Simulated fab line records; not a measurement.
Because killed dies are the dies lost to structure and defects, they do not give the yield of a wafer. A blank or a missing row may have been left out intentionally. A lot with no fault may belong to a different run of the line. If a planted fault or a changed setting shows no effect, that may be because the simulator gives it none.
Which tool did it? / flow gf180mcu / Sampling: 24 lots, 72 wafers, 6 of 602 route steps

== WHAT THE GAUGES READ, wafer by wafer ==
GF_V4_THK_MEAS_25: measures by xrf.
lot=L074; measured=day 24 08:59; on=film_metro-04; V4_W_THK (nm)=361 365 348
lot=L075; measured=day 24 21:24; on=film_metro-01; V4_W_THK (nm)=345 349 347
lot=L076; measured=day 26 00:10; on=film_metro-02; V4_W_THK (nm)=349 350 347
lot=L077; measured=day 26 00:59; on=film_metro-04; V4_W_THK (nm)=356 356 346
lot=L078; measured=day 26 03:02; on=film_metro-01; V4_W_THK (nm)=357 342 356
lot=L079; measured=day 26 16:05; on=film_metro-01; V4_W_THK (nm)=336 343 336
lot=L080; measured=day 26 20:48; on=film_metro-01; V4_W_THK (nm)=345 340 345
lot=L081; measured=day 27 14:43; on=film_metro-01; V4_W_THK (nm)=343 347 348
lot=L082; measured=day 27 18:35; on=film_metro-01; V4_W_THK (nm)=347 341 345
lot=L083; measured=day 27 21:52; on=film_metro-04; V4_W_THK (nm)=363 352 362
lot=L084; measured=day 28 00:08; on=film_metro-02; V4_W_THK (nm)=355 348 357
lot=L085; measured=day 28 15:29; on=film_metro-01; V4_W_THK (nm)=346 344 344
lot=L086; measured=day 28 17:30; on=film_metro-04; V4_W_THK (nm)=357 357 358
lot=L087; measured=day 28 19:26; on=film_metro-02; V4_W_THK (nm)=347 348 358
lot=L088; measured=day 29 08:36; on=film_metro-01; V4_W_THK (nm)=345 350 341
lot=L089; measured=day 29 17:43; on=film_metro-02; V4_W_THK (nm)=346 347 354
lot=L090; measured=day 30 04:29; on=film_metro-01; V4_W_THK (nm)=344 340 342
lot=L091; measured=day 30 10:13; on=film_metro-02; V4_W_THK (nm)=344 351 349
lot=L092; measured=day 31 09:28; on=film_metro-01; V4_W_THK (nm)=349 343 345
lot=L094; measured=day 31 05:34; on=film_metro-04; V4_W_THK (nm)=360 352 355
lot=L093; measured=day 31 07:13; on=film_metro-02; V4_W_THK (nm)=355 353 350
lot=L095; measured=day 31 06:49; on=film_metro-02; V4_W_THK (nm)=358 354 353
lot=L096; measured=day 31 08:30; on=film_metro-02; V4_W_THK (nm)=350 353 350
lot=L097; measured=day 32 00:38; on=film_metro-01; V4_W_THK (nm)=348 353 353

GF_PASSIVATION_THK_MEAS_03.
lot=L074; measured=day 28 00:44; on=film_metro-02; PASSIVATION_CVD_02_THK (nm)=696 704 700
lot=L075; measured=day 28 16:55; on=film_metro-01; PASSIVATION_CVD_02_THK (nm)=690 706 696
lot=L076; measured=day 29 13:29; on=film_metro-04; PASSIVATION_CVD_02_THK (nm)=695 716 711
lot=L077; measured=day 29 15:24; on=film_metro-04; PASSIVATION_CVD_02_THK (nm)=702 691 712
lot=L078; measured=day 29 17:46; on=film_metro-04; PASSIVATION_CVD_02_THK (nm)=697 708 717
lot=L079; measured=day 30 01:31; on=film_metro-04; PASSIVATION_CVD_02_THK (nm)=703 701 716
lot=L080; measured=day 30 09:22; on=film_metro-01; PASSIVATION_CVD_02_THK (nm)=694 704 704
lot=L081; measured=day 30 23:18; on=film_metro-02; PASSIVATION_CVD_02_THK (nm)=689 694 696
lot=L082; measured=day 31 04:26; on=film_metro-04; PASSIVATION_CVD_02_THK (nm)=697 702 710
lot=L083; measured=day 31 08:21; on=film_metro-01; PASSIVATION_CVD_02_THK (nm)=706 727 714
lot=L084; measured=day 31 10:25; on=film_metro-01; PASSIVATION_CVD_02_THK (nm)=695 696 706
lot=L085; measured=day 31 23:57; on=film_metro-01; PASSIVATION_CVD_02_THK (nm)=692 698 716
lot=L086; measured=day 32 01:19; on=film_metro-01; PASSIVATION_CVD_02_THK (nm)=712 700 710
lot=L087; measured=day 32 01:13; on=film_metro-02; PASSIVATION_CVD_02_THK (nm)=701 705 703
lot=L088; measured=day 32 14:14; on=film_metro-01; PASSIVATION_CVD_02_THK (nm)=695 708 704
lot=L089; measured=day 32 22:55; on=film_metro-02; PASSIVATION_CVD_02_THK (nm)=704 715 716
lot=L090; measured=day 33 06:34; on=film_metro-01; PASSIVATION_CVD_02_THK (nm)=687 694 703
lot=L091; measured=day 33 12:59; on=film_metro-02; PASSIVATION_CVD_02_THK (nm)=702 694 706
lot=L092; measured=day 34 09:12; on=film_metro-02; PASSIVATION_CVD_02_THK (nm)=699 694 696
lot=L094; measured=day 34 05:19; on=film_metro-02; PASSIVATION_CVD_02_THK (nm)=705 706 701
lot=L093; measured=day 34 06:34; on=film_metro-02; PASSIVATION_CVD_02_THK (nm)=700 707 722
lot=L095; measured=day 34 06:01; on=film_metro-02; PASSIVATION_CVD_02_THK (nm)=686 702 703
lot=L096; measured=day 34 08:33; on=film_metro-01; PASSIVATION_CVD_02_THK (nm)=683 689 702
lot=L097; measured=day 34 22:56; on=film_metro-01; PASSIVATION_CVD_02_THK (nm)=697 705 704

== TOOL THAT RAN EACH LOT (tool first, then ch and the chambers of the sampled wafers, then the start) ==
lot=L074; GF_SALICIDE_SPUTTER_03=pvd_sputter-02, day 15 03:00; GF_V4_CVD_02=pecvd-02 ch 0,1,2, day 23 09:16; GF_MIM_SPUTTER_01=pvd_sputter-02, day 24 09:53; GF_M5_ETCH_09=rie_diel-04 ch 2,3, day 26 02:43
lot=L075; GF_SALICIDE_SPUTTER_03=pvd_sputter-02, day 15 12:55; GF_V4_CVD_02=pecvd-01 ch 0,1,2, day 23 21:53; GF_MIM_SPUTTER_01=pvd_sputter-03, day 25 01:14; GF_M5_ETCH_09=rie_diel-01 ch 1,2,3, day 26 19:58
lot=L076; GF_SALICIDE_SPUTTER_03=pvd_sputter-04, day 16 04:54; GF_V4_CVD_02=pecvd-01 ch 0,2, day 24 21:59; GF_MIM_SPUTTER_01=pvd_sputter-03, day 26 00:37; GF_M5_ETCH_09=rie_diel-01 ch 2,3, day 27 18:01
lot=L077; GF_SALICIDE_SPUTTER_03=pvd_sputter-02, day 16 14:55; GF_V4_CVD_02=pecvd-01 ch 0,1, day 24 22:55; GF_MIM_SPUTTER_01=pvd_sputter-01, day 26 01:26; GF_M5_ETCH_09=rie_diel-01 ch 0,2,3, day 27 19:46
lot=L078; GF_SALICIDE_SPUTTER_03=pvd_sputter-02, day 16 23:34; GF_V4_CVD_02=pecvd-02 ch 0,1,2, day 25 04:02; GF_MIM_SPUTTER_01=pvd_sputter-02, day 26 03:30; GF_M5_ETCH_09=rie_diel-02 ch 0,1,2, day 27 21:59
lot=L079; GF_SALICIDE_SPUTTER_03=pvd_sputter-01, day 17 07:10; GF_V4_CVD_02=pecvd-02 ch 1,2, day 25 17:32; GF_MIM_SPUTTER_01=pvd_sputter-03, day 26 16:32; GF_M5_ETCH_09=rie_diel-01 ch 0,2, day 28 08:40
lot=L080; GF_SALICIDE_SPUTTER_03=pvd_sputter-01, day 17 11:49; GF_V4_CVD_02=pecvd-04 ch 1,2, day 25 22:03; GF_MIM_SPUTTER_01=pvd_sputter-02, day 26 21:28; GF_M5_ETCH_09=rie_diel-01 ch 0,1,2, day 28 14:29
lot=L081; GF_SALICIDE_SPUTTER_03=pvd_sputter-01, day 18 07:48; GF_V4_CVD_02=pecvd-01 ch 0,1,2, day 26 17:05; GF_MIM_SPUTTER_01=pvd_sputter-01, day 27 15:11; GF_M5_ETCH_09=rie_diel-04 ch 1,2,3, day 29 05:34
lot=L082; GF_SALICIDE_SPUTTER_03=pvd_sputter-04, day 18 12:17; GF_V4_CVD_02=pecvd-04 ch 1,2, day 26 20:20; GF_MIM_SPUTTER_01=pvd_sputter-02, day 27 19:01; GF_M5_ETCH_09=rie_diel-04 ch 1,2,3, day 29 10:17
lot=L083; GF_SALICIDE_SPUTTER_03=pvd_sputter-04, day 18 19:19; GF_V4_CVD_02=pecvd-01 ch 0,2, day 26 23:38; GF_MIM_SPUTTER_01=pvd_sputter-03, day 27 22:25; GF_M5_ETCH_09=rie_diel-02 ch 1,2,3, day 29 14:11
lot=L084; GF_SALICIDE_SPUTTER_03=pvd_sputter-02, day 19 03:17; GF_V4_CVD_02=pecvd-02 ch 0,1, day 27 01:53; GF_MIM_SPUTTER_01=pvd_sputter-02, day 28 00:49; GF_M5_ETCH_09=rie_diel-04 ch 1,2,3, day 29 16:58
lot=L085; GF_SALICIDE_SPUTTER_03=pvd_sputter-04, day 19 10:50; GF_V4_CVD_02=pecvd-01 ch 1,2, day 27 17:32; GF_MIM_SPUTTER_01=pvd_sputter-03, day 28 16:09; GF_M5_ETCH_09=rie_diel-02 ch 1,2, day 30 06:43
lot=L086; GF_SALICIDE_SPUTTER_03=pvd_sputter-04, day 19 17:58; GF_V4_CVD_02=pecvd-04 ch 1,2, day 27 19:47; GF_MIM_SPUTTER_01=pvd_sputter-02, day 28 17:58; GF_M5_ETCH_09=rie_diel-02 ch 2,3, day 30 08:41
lot=L087; GF_SALICIDE_SPUTTER_03=pvd_sputter-02, day 19 23:34; GF_V4_CVD_02=pecvd-01 ch 0,2, day 27 22:10; GF_MIM_SPUTTER_01=pvd_sputter-02, day 28 19:53; GF_M5_ETCH_09=rie_diel-04 ch 2,3, day 30 09:34
lot=L088; GF_SALICIDE_SPUTTER_03=pvd_sputter-01, day 20 09:29; GF_V4_CVD_02=pecvd-02 ch 0,1,2, day 28 11:50; GF_MIM_SPUTTER_01=pvd_sputter-02, day 29 09:15; GF_M5_ETCH_09=rie_diel-04 ch 0,1,3, day 30 23:17
lot=L089; GF_SALICIDE_SPUTTER_03=pvd_sputter-01, day 21 01:02; GF_V4_CVD_02=pecvd-02 ch 0,1, day 28 20:17; GF_MIM_SPUTTER_01=pvd_sputter-01, day 29 18:10; GF_M5_ETCH_09=rie_diel-01 ch 0,1,3, day 31 07:26
lot=L090; GF_SALICIDE_SPUTTER_03=pvd_sputter-02, day 21 07:53; GF_V4_CVD_02=pecvd-01 ch 0,1,2, day 29 08:25; GF_MIM_SPUTTER_01=pvd_sputter-01, day 30 04:57; GF_M5_ETCH_09=rie_diel-04 ch 0,1,2, day 31 17:43
lot=L091; GF_SALICIDE_SPUTTER_03=pvd_sputter-02, day 21 17:52; GF_V4_CVD_02=pecvd-04 ch 0,2, day 29 13:38; GF_MIM_SPUTTER_01=pvd_sputter-01, day 30 10:40; GF_M5_ETCH_09=rie_diel-04 ch 0,2, day 31 23:23
lot=L092; GF_SALICIDE_SPUTTER_03=pvd_sputter-02, day 21 22:11; GF_V4_CVD_02=pecvd-04 ch 0,1, day 30 13:29; GF_MIM_SPUTTER_01=pvd_sputter-03, day 31 09:55; GF_M5_ETCH_09=rie_diel-02 ch 1,2,3, day 32 21:16
lot=L094; GF_SALICIDE_SPUTTER_03=pvd_sputter-04, day 22 09:46; GF_V4_CVD_02=pecvd-04 ch 1,2, day 30 09:50; GF_MIM_SPUTTER_01=pvd_sputter-02, day 31 06:02; GF_M5_ETCH_09=rie_diel-01 ch 0,2,3, day 32 17:08
lot=L093; GF_SALICIDE_SPUTTER_03=pvd_sputter-04, day 22 12:55; GF_V4_CVD_02=pecvd-01 ch 1,2, day 30 11:16; GF_MIM_SPUTTER_01=pvd_sputter-01, day 31 07:49; GF_M5_ETCH_09=rie_diel-02 ch 0,3, day 32 19:22
lot=L095; GF_SALICIDE_SPUTTER_03=pvd_sputter-02, day 22 15:22; GF_V4_CVD_02=pecvd-02 ch 0,1, day 30 10:26; GF_MIM_SPUTTER_01=pvd_sputter-01, day 31 07:17; GF_M5_ETCH_09=rie_diel-02 ch 0,2,3, day 32 18:05
lot=L096; GF_SALICIDE_SPUTTER_03=pvd_sputter-01, day 23 00:13; GF_V4_CVD_02=pecvd-04 ch 0,2, day 30 12:14; GF_MIM_SPUTTER_01=pvd_sputter-02, day 31 08:58; GF_M5_ETCH_09=rie_diel-01 ch 0,1,3, day 32 20:10
lot=L097; GF_SALICIDE_SPUTTER_03=pvd_sputter-02, day 23 15:51; GF_V4_CVD_02=pecvd-04 ch 0,1,2, day 31 05:01; GF_MIM_SPUTTER_01=pvd_sputter-02, day 32 01:04; GF_M5_ETCH_09=rie_diel-01 ch 0,2,3, day 33 11:14
- GF_SALICIDE_SPUTTER_03: material TiN, target thk 20 nm, time 16.7 s.
- GF_V4_CVD_02: deposits SiO2 from TEOS, target thk 850 nm, time 94.851 s.
- GF_MIM_SPUTTER_01: material TiN, target thk 30 nm, time 25 s.
- GF_M5_ETCH_09: etches Si3N4 in CF4/O2, target depth 52 nm, time 11.6 s.

== AS READ BY THE TOOLS THEMSELVES (means over the sampled wafers that have a number; for cases with no such wafer, the mark the record gives instead) ==
GF_SALICIDE_SPUTTER_03.
lot=L074; tool=pvd_sputter-02; throttle_valve_pct (%)=29.7
lot=L075; tool=pvd_sputter-02; throttle_valve_pct (%)=30.0
lot=L076; tool=pvd_sputter-04; throttle_valve_pct (%)=28.9
lot=L077; tool=pvd_sputter-02; throttle_valve_pct (%)=30.4
lot=L078; tool=pvd_sputter-02; throttle_valve_pct (%)=30.3
lot=L079; tool=pvd_sputter-01; throttle_valve_pct (%)=29.1
lot=L080; tool=pvd_sputter-01; throttle_valve_pct (%)=29.8
lot=L081; tool=pvd_sputter-01; throttle_valve_pct (%)=29.2
lot=L082; tool=pvd_sputter-04; throttle_valve_pct (%)=29.0
lot=L083; tool=pvd_sputter-04; throttle_valve_pct (%)=29.6
lot=L084; tool=pvd_sputter-02; throttle_valve_pct (%)=29.9
lot=L085; tool=pvd_sputter-04; throttle_valve_pct (%)=30.0
lot=L086; tool=pvd_sputter-04; throttle_valve_pct (%)=30.4
lot=L087; tool=pvd_sputter-02; throttle_valve_pct (%)=29.6
lot=L088; tool=pvd_sputter-01; throttle_valve_pct (%)=29.6
lot=L089; tool=pvd_sputter-01; throttle_valve_pct (%)=29.8
lot=L090; tool=pvd_sputter-02; throttle_valve_pct (%)=30.3
lot=L091; tool=pvd_sputter-02; throttle_valve_pct (%)=30.3
lot=L092; tool=pvd_sputter-02; throttle_valve_pct (%)=29.9
lot=L094; tool=pvd_sputter-04; throttle_valve_pct (%)=29.4
lot=L093; tool=pvd_sputter-04; throttle_valve_pct (%)=30.0
lot=L095; tool=pvd_sputter-02; throttle_valve_pct (%)=30.2
lot=L096; tool=pvd_sputter-01; throttle_valve_pct (%)=29.2
lot=L097; tool=pvd_sputter-02; throttle_valve_pct (%)=29.3

GF_V4_CVD_02.
lot=L074; tool=pecvd-02; heater_power_w (W)=613
lot=L075; tool=pecvd-01; heater_power_w (W)=515
lot=L076; tool=pecvd-01; heater_power_w (W)=573
lot=L077; tool=pecvd-01; heater_power_w (W)=536
lot=L078; tool=pecvd-02; heater_power_w (W)=612
lot=L079; tool=pecvd-02; heater_power_w (W)=646
lot=L080; tool=pecvd-04; heater_power_w (W)=746
lot=L081; tool=pecvd-01; heater_power_w (W)=519
lot=L082; tool=pecvd-04; heater_power_w (W)=756
lot=L083; tool=pecvd-01; heater_power_w (W)=575
lot=L084; tool=pecvd-02; heater_power_w (W)=597
lot=L085; tool=pecvd-01; heater_power_w (W)=521
lot=L086; tool=pecvd-04; heater_power_w (W)=786
lot=L087; tool=pecvd-01; heater_power_w (W)=538
lot=L088; tool=pecvd-02; heater_power_w (W)=566
lot=L089; tool=pecvd-02; heater_power_w (W)=595
lot=L090; tool=pecvd-01; heater_power_w (W)=548
lot=L091; tool=pecvd-04; heater_power_w (W)=736
lot=L092; tool=pecvd-04; heater_power_w (W)=661
lot=L094; tool=pecvd-04; heater_power_w (W)=761
lot=L093; tool=pecvd-01; heater_power_w (W)=525
lot=L095; tool=pecvd-02; heater_power_w (W)=568
lot=L096; tool=pecvd-04; heater_power_w (W)=698
lot=L097; tool=pecvd-04; heater_power_w (W)=717

GF_MIM_SPUTTER_01.
lot=L074; tool=pvd_sputter-02; throttle_valve_pct (%)=30.3
lot=L075; tool=pvd_sputter-03; throttle_valve_pct (%)=29.8
lot=L076; tool=pvd_sputter-03; throttle_valve_pct (%)=30.3
lot=L077; tool=pvd_sputter-01; throttle_valve_pct (%)=30.1
lot=L078; tool=pvd_sputter-02; throttle_valve_pct (%)=29.9
lot=L079; tool=pvd_sputter-03; throttle_valve_pct (%)=29.5
lot=L080; tool=pvd_sputter-02; throttle_valve_pct (%)=29.8
lot=L081; tool=pvd_sputter-01; throttle_valve_pct (%)=29.3
lot=L082; tool=pvd_sputter-02; throttle_valve_pct (%)=30.1
lot=L083; tool=pvd_sputter-03; throttle_valve_pct (%)=30.0
lot=L084; tool=pvd_sputter-02; throttle_valve_pct (%)=30.4
lot=L085; tool=pvd_sputter-03; throttle_valve_pct (%)=29.3
lot=L086; tool=pvd_sputter-02; throttle_valve_pct (%)=29.9
lot=L087; tool=pvd_sputter-02; throttle_valve_pct (%)=30.3
lot=L088; tool=pvd_sputter-02; throttle_valve_pct (%)=29.7
lot=L089; tool=pvd_sputter-01; throttle_valve_pct (%)=30.4
lot=L090; tool=pvd_sputter-01; throttle_valve_pct (%)=29.8
lot=L091; tool=pvd_sputter-01; throttle_valve_pct (%)=29.7
lot=L092; tool=pvd_sputter-03; throttle_valve_pct (%)=29.7
lot=L094; tool=pvd_sputter-02; throttle_valve_pct (%)=29.9
lot=L093; tool=pvd_sputter-01; throttle_valve_pct (%)=30.0
lot=L095; tool=pvd_sputter-01; throttle_valve_pct (%)=29.2
lot=L096; tool=pvd_sputter-02; throttle_valve_pct (%)=29.7
lot=L097; tool=pvd_sputter-02; throttle_valve_pct (%)=30.2

GF_M5_ETCH_09.
lot=L074; tool=rie_diel-04; drypump_motor_current_A (A)=5.9; oes_product_au (a.u.)=1.013; throttle_valve_pct (%)=5.972
lot=L075; tool=rie_diel-01; drypump_motor_current_A (A)=5.9; oes_product_au (a.u.)=1.001; throttle_valve_pct (%)=5.969
lot=L076; tool=rie_diel-01; drypump_motor_current_A (A)=5.6; oes_product_au (a.u.)=0.995; throttle_valve_pct (%)=5.979
lot=L077; tool=rie_diel-01; drypump_motor_current_A (A)=5.3; oes_product_au (a.u.)=0.995; throttle_valve_pct (%)=5.961
lot=L078; tool=rie_diel-02; drypump_motor_current_A (A)=5.7; oes_product_au (a.u.)=1.007; throttle_valve_pct (%)=5.970
lot=L079; tool=rie_diel-01; drypump_motor_current_A (A)=5.0; oes_product_au (a.u.)=0.996; throttle_valve_pct (%)=5.962
lot=L080; tool=rie_diel-01; drypump_motor_current_A (A)=5.6; oes_product_au (a.u.)=0.993; throttle_valve_pct (%)=5.968
lot=L081; tool=rie_diel-04; drypump_motor_current_A (A)=5.7; oes_product_au (a.u.)=1.012; throttle_valve_pct (%)=5.965
lot=L082; tool=rie_diel-04; drypump_motor_current_A (A)=5.7; oes_product_au (a.u.)=1.011; throttle_valve_pct (%)=5.976
lot=L083; tool=rie_diel-02; drypump_motor_current_A (A)=5.9; oes_product_au (a.u.)=1.001; throttle_valve_pct (%)=5.978
lot=L084; tool=rie_diel-04; drypump_motor_current_A (A)=5.7; oes_product_au (a.u.)=1.010; throttle_valve_pct (%)=5.976
lot=L085; tool=rie_diel-02; drypump_motor_current_A (A)=5.8; oes_product_au (a.u.)=1.003; throttle_valve_pct (%)=5.968
lot=L086; tool=rie_diel-02; drypump_motor_current_A (A)=6.0; oes_product_au (a.u.)=1.004; throttle_valve_pct (%)=5.967
lot=L087; tool=rie_diel-04; drypump_motor_current_A (A)=5.7; oes_product_au (a.u.)=1.023; throttle_valve_pct (%)=5.981
lot=L088; tool=rie_diel-04; drypump_motor_current_A (A)=5.7; oes_product_au (a.u.)=1.018; throttle_valve_pct (%)=5.976
lot=L089; tool=rie_diel-01; drypump_motor_current_A (A)=5.8; oes_product_au (a.u.)=0.997; throttle_valve_pct (%)=5.976
lot=L090; tool=rie_diel-04; drypump_motor_current_A (A)=5.8; oes_product_au (a.u.)=1.005; throttle_valve_pct (%)=5.970
lot=L091; tool=rie_diel-04; drypump_motor_current_A (A)=5.9; oes_product_au (a.u.)=1.007; throttle_valve_pct (%)=5.972
lot=L092; tool=rie_diel-02; drypump_motor_current_A (A)=5.9; oes_product_au (a.u.)=1.007; throttle_valve_pct (%)=5.967
lot=L094; tool=rie_diel-01; drypump_motor_current_A (A)=5.3; oes_product_au (a.u.)=0.992; throttle_valve_pct (%)=5.973
lot=L093; tool=rie_diel-02; drypump_motor_current_A (A)=5.8; oes_product_au (a.u.)=1.014; throttle_valve_pct (%)=5.973
lot=L095; tool=rie_diel-02; drypump_motor_current_A (A)=5.8; oes_product_au (a.u.)=1.007; throttle_valve_pct (%)=5.973
lot=L096; tool=rie_diel-01; drypump_motor_current_A (A)=5.8; oes_product_au (a.u.)=1.003; throttle_valve_pct (%)=5.965
lot=L097; tool=rie_diel-01; drypump_motor_current_A (A)=5.3; oes_product_au (a.u.)=0.991; throttle_valve_pct (%)=5.961

== THE ANSWER, worked out from the rows above alone ==
Rule: what is usual is taken from the lots themselves. Put in order of their means at a reading, lots are off if they are a third of the lots or fewer, leave a main group of 4 or more, and stand apart from it by a gap of 3 or more times the standard deviation of the main group's means; of several such gaps the widest counts. If all means in a main group match to the digits the tables above print for the reading, that group is not used. A lot without any number at a reading at which 4 lots or more have one is off too. Any other lot the step has rows for is counted as sound. Order of review: gauges by route order, followed by the tools' own readings, for which a lot's mean as printed above is used. The first step at which some lot is off is used, and at that step the reading that is off furthest; a lot without a number counts as furthest.
No lot is off at any reading shown: from this, nothing can be told.

== WHAT THE SIMULATOR HAD INSERTED ==
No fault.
